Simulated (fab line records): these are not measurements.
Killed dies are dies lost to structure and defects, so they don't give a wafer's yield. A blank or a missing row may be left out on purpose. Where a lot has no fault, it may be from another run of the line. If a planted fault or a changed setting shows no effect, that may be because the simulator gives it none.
Which tool is to blame? | flow gf180mcu | 24 lots with 72 wafers sampled at 5 steps, on a route of 602 steps

== WHAT THE GAUGES SHOWED, per wafer ==
GF_M5_OVL_MEAS_08. Usual: M5_OVL typically reads 0 nm, with standard deviation 4.4.
lot  | measured     | on         | M5_OVL (nm) | flag
L074 | day 26 06:46 | overlay-01 | 3 2 -7      |
L075 | day 26 12:05 | overlay-02 | 1 -1 -3     |
L076 | day 26 22:20 | overlay-01 | -2 2 2      |
L077 | day 27 01:35 | overlay-01 | 4 -2 12     |
L078 | day 27 14:47 | overlay-02 | -2 4 2      |
L079 | day 28 00:28 | overlay-01 | -1 -3 7     |
L080 | day 28 06:17 | overlay-02 | 0 -5 -4     |
L081 | day 28 17:14 | overlay-02 | 1 1 0       |
L082 | day 28 23:29 | overlay-02 | 12 0 9      |
L083 | day 29 04:17 | overlay-02 | 6 11 5      |
L084 | day 29 15:56 | overlay-02 | 0 3 9       |
L085 | day 29 21:38 | overlay-02 | -4 6 -5     |
L086 | day 30 04:15 | overlay-02 | 3 -5 2      |
L087 | day 30 10:38 | overlay-02 | -2 -1 2     |
L088 | day 30 17:38 | overlay-01 | 5 4 1       |
L089 | day 30 20:17 | overlay-02 | 0 1 6       |
L090 | day 31 00:43 | overlay-02 | -7 -8 -6    |
L091 | day 31 11:18 | overlay-01 | 0 2 2       |
L092 | day 31 20:32 | overlay-01 | 6 5 0       |
L093 | day 31 23:24 | overlay-01 | -5 -9 -3    |
L094 | day 32 04:42 | overlay-02 | 0 2 2       |
L095 | day 32 05:10 | overlay-02 | -9 0 -10    |
L096 | day 32 10:53 | overlay-01 | -6 -2 3     |
L097 | day 32 19:53 | overlay-01 | -1 -1 -2    |

GF_TOP_METAL_RS_MEAS_05: a four-point-probe measurement. Usual: TOP_METAL_ALCU_RS typically reads 0.0330 ohm/sq, with standard deviation 0.00031.
lot  | measured     | on            | TOP_METAL_ALCU_RS (ohm/sq) | flag
L074 | day 27 06:09 | film-metro-03 | 0.0324 0.0326 0.0327       |
L075 | day 27 12:20 | film-metro-04 | 0.0330 0.0329 0.0330       |
L076 | day 27 21:47 | film-metro-04 | 0.0328 0.0326 0.0328       |
L077 | day 28 00:15 | film-metro-02 | 0.0335 0.0335 0.0337       |
L078 | day 28 13:13 | film-metro-02 | 0.0335 0.0333 0.0332       |
L079 | day 28 22:40 | film-metro-03 | 0.0331 0.0332 0.0332       |
L080 | day 29 04:53 | film-metro-04 | 0.0327 0.0326 0.0326       |
L081 | day 29 15:35 | film-metro-03 | 0.0327 0.0329 0.0327       |
L082 | day 29 21:04 | film-metro-04 | 0.0327 0.0328 0.0328       |
L083 | day 30 02:25 | film-metro-04 | 0.0335 0.0332 0.0331       |
L084 | day 30 13:47 | film-metro-02 | 0.0332 0.0331 0.0333       |
L085 | day 30 19:40 | film-metro-02 | 0.0329 0.0330 0.0330       |
L086 | day 31 01:49 | film-metro-04 | 0.0330 0.0325 0.0327       |
L087 | day 31 07:49 | film-metro-04 | 0.0325 0.0330 0.0325       |
L088 | day 31 13:44 | film-metro-02 | 0.0328 0.0328 0.0328       |
L089 | day 31 17:26 | film-metro-04 | 0.0332 0.0328 0.0329       |
L090 | day 31 21:49 | film-metro-04 | 0.0328 0.0330 0.0332       |
L091 | day 32 06:46 | film-metro-02 | 0.0324 0.0325 0.0326       |
L092 | day 32 16:19 | film-metro-02 | 0.0334 0.0337 0.0334       |
L093 | day 32 19:18 | film-metro-02 | 0.0333 0.0329 0.0332       |
L094 | day 33 00:05 | film-metro-02 | 0.0328 0.0330 0.0331       |
L095 | day 33 00:53 | film-metro-02 | 0.0330 0.0329 0.0333       |
L096 | day 33 06:26 | film-metro-03 | 0.0328 0.0328 0.0328       |
L097 | day 33 14:57 | film-metro-02 | 0.0332 0.0334 0.0336       |

== WHAT TOOL EACH LOT RAN ON (gives the tool, then ch and the chambers of the sampled wafers, and finally the start) ==
lot  | GF_M5_METAL_ETCH_10               | GF_V5_SPUTTER_21             | GF_TOP_METAL_SPUTTER_00
L074 | rie-metal-02 ch 0,1, day 26 06:50 | pvd-sputter-01, day 27 05:14 | pvd-sputter-03, day 27 05:56
L075 | rie-metal-01 ch 1, day 26 12:09   | pvd-sputter-04, day 27 11:24 | pvd-sputter-03, day 27 12:05
L076 | rie-metal-03 ch 0,1, day 26 22:24 | pvd-sputter-04, day 27 20:52 | pvd-sputter-02, day 27 21:33
L077 | rie-metal-02 ch 0,1, day 27 01:39 | pvd-sputter-01, day 27 23:20 | pvd-sputter-03, day 28 00:02
L078 | rie-metal-01 ch 0,1, day 27 14:51 | pvd-sputter-01, day 28 12:17 | pvd-sputter-03, day 28 12:58
L079 | rie-metal-03 ch 0,1, day 28 00:32 | pvd-sputter-01, day 28 21:46 | pvd-sputter-02, day 28 22:27
L080 | rie-metal-02 ch 0,1, day 28 06:20 | pvd-sputter-04, day 29 03:55 | pvd-sputter-02, day 29 04:39
L081 | rie-metal-03 ch 0, day 28 17:17   | pvd-sputter-01, day 29 14:40 | pvd-sputter-02, day 29 15:21
L082 | rie-metal-03 ch 0,1, day 28 23:35 | pvd-sputter-02, day 29 20:07 | pvd-sputter-01, day 29 20:48
L083 | rie-metal-02 ch 0,1, day 29 04:23 | pvd-sputter-04, day 30 01:22 | pvd-sputter-01, day 30 02:10
L084 | rie-metal-01 ch 0, day 29 16:02   | pvd-sputter-02, day 30 12:52 | pvd-sputter-01, day 30 13:33
L085 | rie-metal-03 ch 0,1, day 29 21:42 | pvd-sputter-02, day 30 18:45 | pvd-sputter-01, day 30 19:26
L086 | rie-metal-01 ch 0, day 30 04:23   | pvd-sputter-04, day 31 00:52 | pvd-sputter-01, day 31 01:33
L087 | rie-metal-01 ch 0, day 30 10:42   | pvd-sputter-04, day 31 06:54 | pvd-sputter-03, day 31 07:35
L088 | rie-metal-02 ch 0,1, day 30 17:43 | pvd-sputter-02, day 31 12:46 | pvd-sputter-03, day 31 13:28
L089 | rie-metal-03 ch 0,1, day 30 20:21 | pvd-sputter-04, day 31 16:30 | pvd-sputter-01, day 31 17:11
L090 | rie-metal-01 ch 0,1, day 31 00:47 | pvd-sputter-01, day 31 20:55 | pvd-sputter-02, day 31 21:36
L091 | rie-metal-03 ch 0,1, day 31 11:24 | pvd-sputter-02, day 32 05:47 | pvd-sputter-01, day 32 06:28
L092 | rie-metal-03 ch 1, day 31 20:38   | pvd-sputter-02, day 32 15:23 | pvd-sputter-01, day 32 16:05
L093 | rie-metal-01 ch 0,1, day 31 23:29 | pvd-sputter-02, day 32 18:10 | pvd-sputter-02, day 32 19:02
L094 | rie-metal-02 ch 0,1, day 32 04:45 | pvd-sputter-02, day 32 23:09 | pvd-sputter-01, day 32 23:50
L095 | rie-metal-01 ch 0,1, day 32 05:14 | pvd-sputter-04, day 32 23:59 | pvd-sputter-02, day 33 00:40
L096 | rie-metal-01 ch 0,1, day 32 10:57 | pvd-sputter-01, day 33 05:28 | pvd-sputter-03, day 33 06:13
L097 | rie-metal-01 ch 1, day 32 19:59   | pvd-sputter-04, day 33 14:01 | pvd-sputter-02, day 33 14:43
- GF_M5_METAL_ETCH_10: etches the open film in Cl2/BCl3, stops on SiO2, target depth 750.8 nm, time 125.1 s.
- GF_V5_SPUTTER_21: material Ti, target thk 15 nm, time 80.02 s.
- GF_TOP_METAL_SPUTTER_00: material Ti, target thk 37.5 nm, time 150 s.

== WHAT THE TOOLS THEMSELVES READ (means of the sampled wafers that have a number; where no wafer has one, the mark that the record gives instead) ==
GF_M5_METAL_ETCH_10. Usual: drypump-motor-current-A 5.8 A, standard deviation 0.58; oes-product-au 0.992 a.u., standard deviation 0.0052; throttle-valve-pct 28.228 %, standard deviation 0.0099.
lot  | tool         | drypump-motor-current-A (A) | oes-product-au (a.u.) | throttle-valve-pct (%) | flag
L074 | rie-metal-02 | 5.8                         | 0.998                 | 28.224                 |
L075 | rie-metal-01 | 6.0                         | 0.988                 | 28.239                 |
L076 | rie-metal-03 | 6.2                         | 0.994                 | 28.222                 |
L077 | rie-metal-02 | 5.8                         | 0.993                 | 28.230                 |
L078 | rie-metal-01 | 5.8                         | 0.992                 | 28.228                 |
L079 | rie-metal-03 | 5.5                         | 0.988                 | 28.224                 |
L080 | rie-metal-02 | 5.8                         | 0.993                 | 28.226                 |
L081 | rie-metal-03 | 4.9                         | 0.994                 | 28.233                 |
L082 | rie-metal-03 | 6.2                         | 0.988                 | 28.225                 |
L083 | rie-metal-02 | 5.8                         | 0.997                 | 28.232                 |
L084 | rie-metal-01 | 5.5                         | 0.992                 | 28.221                 |
L085 | rie-metal-03 | 6.1                         | 0.992                 | 28.228                 |
L086 | rie-metal-01 | 5.5                         | 0.991                 | 28.218                 |
L087 | rie-metal-01 | 5.5                         | 0.987                 | 28.217                 |
L088 | rie-metal-02 | 5.6                         | 0.991                 | 28.230                 |
L089 | rie-metal-03 | 6.2                         | 0.995                 | 28.218                 |
L090 | rie-metal-01 | 5.7                         | 0.993                 | 28.231                 |
L091 | rie-metal-03 | 5.5                         | 0.989                 | 28.231                 |
L092 | rie-metal-03 | 6.8                         | 0.995                 | 28.225                 |
L093 | rie-metal-01 | 5.7                         | 0.990                 | 28.224                 |
L094 | rie-metal-02 | 5.8                         | 0.990                 | 28.231                 |
L095 | rie-metal-01 | 5.7                         | 0.992                 | 28.222                 |
L096 | rie-metal-01 | 5.8                         | 0.996                 | 28.224                 |
L097 | rie-metal-01 | 6.0                         | 0.995                 | 28.230                 |

GF_V5_SPUTTER_21. Usual: throttle-valve-pct reads 29.7 % (standard deviation 0.71).
lot  | tool           | throttle-valve-pct (%) | flag
L074 | pvd-sputter-01 | 29.2                   |
L075 | pvd-sputter-04 | 29.4                   |
L076 | pvd-sputter-04 | 29.8                   |
L077 | pvd-sputter-01 | 29.0                   |
L078 | pvd-sputter-01 | 29.7                   |
L079 | pvd-sputter-01 | 30.0                   |
L080 | pvd-sputter-04 | 29.4                   |
L081 | pvd-sputter-01 | 29.4                   |
L082 | pvd-sputter-02 | 29.4                   |
L083 | pvd-sputter-04 | 30.3                   |
L084 | pvd-sputter-02 | 30.2                   |
L085 | pvd-sputter-02 | 29.7                   |
L086 | pvd-sputter-04 | 29.4                   |
L087 | pvd-sputter-04 | 29.6                   |
L088 | pvd-sputter-02 | 30.0                   |
L089 | pvd-sputter-04 | 29.9                   |
L090 | pvd-sputter-01 | 29.1                   |
L091 | pvd-sputter-02 | 30.0                   |
L092 | pvd-sputter-02 | 30.2                   |
L093 | pvd-sputter-02 | 29.9                   |
L094 | pvd-sputter-02 | 30.1                   |
L095 | pvd-sputter-04 | 29.4                   |
L096 | pvd-sputter-01 | 29.9                   |
L097 | pvd-sputter-04 | 29.9                   |

GF_TOP_METAL_SPUTTER_00. Usual: throttle-valve-pct reads 29.6 % (standard deviation 0.72).
lot  | tool           | throttle-valve-pct (%) | flag
L074 | pvd-sputter-03 | 29.9                   |
L075 | pvd-sputter-03 | 29.8                   |
L076 | pvd-sputter-02 | 29.4                   |
L077 | pvd-sputter-03 | 29.8                   |
L078 | pvd-sputter-03 | 29.3                   |
L079 | pvd-sputter-02 | 29.5                   |
L080 | pvd-sputter-02 | 29.9                   |
L081 | pvd-sputter-02 | 30.2                   |
L082 | pvd-sputter-01 | 29.1                   |
L083 | pvd-sputter-01 | 29.2                   |
L084 | pvd-sputter-01 | 29.9                   |
L085 | pvd-sputter-01 | 29.4                   |
L086 | pvd-sputter-01 | 29.1                   |
L087 | pvd-sputter-03 | 30.1                   |
L088 | pvd-sputter-03 | 29.6                   |
L089 | pvd-sputter-01 | 29.3                   |
L090 | pvd-sputter-02 | 29.5                   |
L091 | pvd-sputter-01 | 29.2                   |
L092 | pvd-sputter-01 | 29.9                   |
L093 | pvd-sputter-02 | 30.6                   |
L094 | pvd-sputter-01 | 29.1                   |
L095 | pvd-sputter-02 | 29.3                   |
L096 | pvd-sputter-03 | 30.2                   |
L097 | pvd-sputter-02 | 30.1                   |

== THE ANSWER, worked out from the rows above alone ==
Rule: lot off if the mean of its wafers having a number is beyond 3 standard deviations from the usual mean. Also off: a lot with no number at a reading for which 4 or more lots have one. All remaining lots with rows at the step are treated as sound. First the gauges in route order, then the tools' own readings, where a lot's mean is used as printed above. At the first step where some lot is off, the reading lying furthest off is the one used; lots without a number count as furthest.
Nothing can be told from this: no lot is off at any reading shown.

== WHAT THE SIMULATOR HAD PUT IN ==
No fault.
